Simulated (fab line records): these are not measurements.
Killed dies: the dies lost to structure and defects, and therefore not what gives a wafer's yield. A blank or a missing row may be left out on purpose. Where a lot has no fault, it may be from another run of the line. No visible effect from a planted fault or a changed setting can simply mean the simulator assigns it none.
Which tool did it? / flow sky130 / 39 wafers from 13 lots sampled at 3 of the route's 708 steps

WHAT THE GAUGES READ, wafer by wafer
SKY_PASSIVATION_THK_MEAS_01. Usual: PASSIVATION_CVD_00_THK gives 90.5 nm (standard deviation 1.2).
lot=L546; measured=day 43 09:01; on=film_metro-02; PASSIVATION_CVD_00_THK (nm)=89.8 91.2 92.1; flag=
lot=L547; measured=day 44 02:36; on=film_metro-01; PASSIVATION_CVD_00_THK (nm)=89.8 89.2 91.6; flag=
lot=L548; measured=day 44 17:01; on=film_metro-04; PASSIVATION_CVD_00_THK (nm)=91.2 92.1 92.3; flag=
lot=L549; measured=day 44 20:11; on=film_metro-01; PASSIVATION_CVD_00_THK (nm)=91.2 91.7 92.1; flag=
lot=L550; measured=day 44 22:44; on=film_metro-01; PASSIVATION_CVD_00_THK (nm)=89.8 90.5 90.8; flag=
lot=L551; measured=day 45 06:31; on=film_metro-04; PASSIVATION_CVD_00_THK (nm)=91.0 91.8 91.7; flag=
lot=L552; measured=day 45 16:17; on=film_metro-01; PASSIVATION_CVD_00_THK (nm)=92.0 93.3 93.4; flag=
lot=L553; measured=day 45 21:40; on=film_metro-04; PASSIVATION_CVD_00_THK (nm)=90.4 91.3 91.1; flag=
lot=L554; measured=day 46 01:38; on=film_metro-02; PASSIVATION_CVD_00_THK (nm)=89.4 88.3 90.2; flag=
lot=L555; measured=day 46 03:38; on=film_metro-02; PASSIVATION_CVD_00_THK (nm)=89.0 89.3 89.3; flag=
lot=L559; measured=day 47 05:42; on=film_metro-01; PASSIVATION_CVD_00_THK (nm)=88.3 87.9 89.3; flag=
lot=L562; measured=day 48 03:29; on=film_metro-04; PASSIVATION_CVD_00_THK (nm)=90.1 91.4 90.5; flag=
lot=L563; measured=day 48 08:10; on=film_metro-02; PASSIVATION_CVD_00_THK (nm)=90.4 91.7 91.8; flag=

WHICH TOOL RAN EACH LOT (tool, then ch and the chambers of the sampled wafers, then the start)
lot=L546; SKY_VIA4_CLEAN_16=wet_bench-04 ch 3, day 42 08:25; SKY_METAL5_SPUTTER_01=pvd_sputter-01, day 42 09:14
lot=L547; SKY_VIA4_CLEAN_16=wet_bench-04 ch 2, day 43 01:50; SKY_METAL5_SPUTTER_01=pvd_sputter-01, day 43 02:50
lot=L548; SKY_VIA4_CLEAN_16=wet_bench-04 ch 1, day 43 16:40; SKY_METAL5_SPUTTER_01=pvd_sputter-03, day 43 17:28
lot=L549; SKY_VIA4_CLEAN_16=wet_bench-04 ch 2, day 43 20:14; SKY_METAL5_SPUTTER_01=pvd_sputter-01, day 43 21:02
lot=L550; SKY_VIA4_CLEAN_16=wet_bench-02 ch 1, day 43 22:03; SKY_METAL5_SPUTTER_01=pvd_sputter-01, day 43 23:35
lot=L551; SKY_VIA4_CLEAN_16=wet_bench-04 ch 0, day 44 07:25; SKY_METAL5_SPUTTER_01=pvd_sputter-03, day 44 08:14
lot=L552; SKY_VIA4_CLEAN_16=wet_bench-02 ch 0, day 44 17:25; SKY_METAL5_SPUTTER_01=pvd_sputter-01, day 44 18:15
lot=L553; SKY_VIA4_CLEAN_16=wet_bench-04 ch 2, day 44 22:17; SKY_METAL5_SPUTTER_01=pvd_sputter-01, day 44 23:06
lot=L554; SKY_VIA4_CLEAN_16=wet_bench-02 ch 3, day 45 03:58; SKY_METAL5_SPUTTER_01=pvd_sputter-01, day 45 04:46
lot=L555; SKY_VIA4_CLEAN_16=wet_bench-04 ch 3, day 45 05:47; SKY_METAL5_SPUTTER_01=pvd_sputter-03, day 45 06:36
lot=L559; SKY_VIA4_CLEAN_16=wet_bench-04 ch 3, day 46 07:29; SKY_METAL5_SPUTTER_01=pvd_sputter-02, day 46 08:29
lot=L562; SKY_VIA4_CLEAN_16=wet_bench-04 ch 3, day 47 06:22; SKY_METAL5_SPUTTER_01=pvd_sputter-02, day 47 07:11
lot=L563; SKY_VIA4_CLEAN_16=wet_bench-04 ch 3, day 47 10:53; SKY_METAL5_SPUTTER_01=pvd_sputter-03, day 47 11:42
- SKY_VIA4_CLEAN_16: cleans in O3/DIW.
- SKY_METAL5_SPUTTER_01: material TiN, target thk 20 nm, time 16.7 s.

WHAT THE TOOLS THEMSELVES READ (means of the sampled wafers that have a number; where no wafer has one, the mark that the record gives instead)
SKY_METAL5_SPUTTER_01. Usual: throttle_valve_pct reads 29.6 % (standard deviation 1).
lot=L546; tool=pvd_sputter-01; throttle_valve_pct (%)=29.5; flag=
lot=L547; tool=pvd_sputter-01; throttle_valve_pct (%)=29.2; flag=
lot=L548; tool=pvd_sputter-03; throttle_valve_pct (%)=30.2; flag=
lot=L549; tool=pvd_sputter-01; throttle_valve_pct (%)=28.6; flag=
lot=L550; tool=pvd_sputter-01; throttle_valve_pct (%)=29.1; flag=
lot=L551; tool=pvd_sputter-03; throttle_valve_pct (%)=30.1; flag=
lot=L552; tool=pvd_sputter-01; throttle_valve_pct (%)=29.1; flag=
lot=L553; tool=pvd_sputter-01; throttle_valve_pct (%)=29.1; flag=
lot=L554; tool=pvd_sputter-01; throttle_valve_pct (%)=29.0; flag=
lot=L555; tool=pvd_sputter-03; throttle_valve_pct (%)=29.5; flag=
lot=L559; tool=pvd_sputter-02; throttle_valve_pct (%)=29.7; flag=
lot=L562; tool=pvd_sputter-02; throttle_valve_pct (%)=29.5; flag=
lot=L563; tool=pvd_sputter-03; throttle_valve_pct (%)=29.8; flag=

THE ANSWER, worked out from the rows above alone
Rule: lot off if the mean of its wafers having a number is beyond 3 standard deviations from the usual mean. A lot without any number at a reading at which 4 lots or more have one is off too. The other lots that the step has rows for count as sound. First the gauges in route order, then the tools' own readings, where a lot's mean is used as printed above. At the first step where some lot is off, the reading lying furthest off is the one used; lots without a number count as furthest.
No lot is off at any reading shown: from this, nothing can be told.

WHAT THE SIMULATOR PUT IN
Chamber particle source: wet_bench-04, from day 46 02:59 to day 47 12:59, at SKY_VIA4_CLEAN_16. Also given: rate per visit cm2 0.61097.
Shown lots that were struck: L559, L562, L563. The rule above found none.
